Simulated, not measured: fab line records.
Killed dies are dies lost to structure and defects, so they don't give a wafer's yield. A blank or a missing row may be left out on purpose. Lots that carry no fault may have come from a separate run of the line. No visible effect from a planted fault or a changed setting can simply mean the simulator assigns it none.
The tool behind it: which one?    flow sky130    7 lots with 21 wafers sampled at 2 steps, on a route of 708 steps

WHAT EACH GAUGE READ, for each wafer
SKY_SD_N_RS_MEAS_18: the measuring method here is four-point-probe.
lot   measured      on             RES_XHIGH_RS (ohm/sq)
L404  day 28 08:15  film metro-04  333.3 334.2 333.2
L406  day 29 05:14  film metro-02  333.4 332.7 334.2
L410  day 30 16:47  film metro-01  332.9 331.5 332.4
L413  day 31 11:30  film metro-02  332.0 332.4 332.6
L420  day 34 05:06  film metro-02  333.2 332.7 333.5
L424  day 34 22:44  film metro-01  334.1 333.0 332.6
L426  day 35 15:03  film metro-04  334.6 334.6 334.4

WHAT TOOL EACH LOT RAN ON (gives the tool, then ch and the chambers of the sampled wafers, and finally the start)
lot   SKY_POLY_GATE_ETCH_15
L404  rie diel-02 ch 1,2, day 16 20:38
L406  rie diel-04 ch 0,2,3, day 17 13:01
L410  rie diel-04 ch 0,3, day 19 06:31
L413  rie diel-02 ch 0,1, day 20 03:05
L420  rie diel-04 ch 0,2,3, day 23 02:22
L424  rie diel-01 ch 0,2, day 24 01:22
L426  rie diel-01 ch 0,2,3, day 24 17:31
- SKY_POLY_GATE_ETCH_15: etches BARC in N2/H2, stops on SiO2, time 118.5 s, target depth 110 nm.

THE ANSWER, worked out from the rows above alone
Rule: the lots themselves supply what counts as usual. Put in order of their means at a reading, lots are off if they are a third of the lots or fewer, leave a main group of 4 or more, and stand apart from it by a gap of 3 or more times the standard deviation of the main group's means; of several such gaps the widest counts. Not used: any main group whose means are identical at the precision the tables above print for the reading. A lot without any number at a reading at which 4 lots or more have one is off too. Any other lot the step has rows for is counted as sound.
No lot is off on any of the readings shown, so nothing can be concluded from this.

WHAT HAD BEEN PUT IN BY THE SIMULATOR
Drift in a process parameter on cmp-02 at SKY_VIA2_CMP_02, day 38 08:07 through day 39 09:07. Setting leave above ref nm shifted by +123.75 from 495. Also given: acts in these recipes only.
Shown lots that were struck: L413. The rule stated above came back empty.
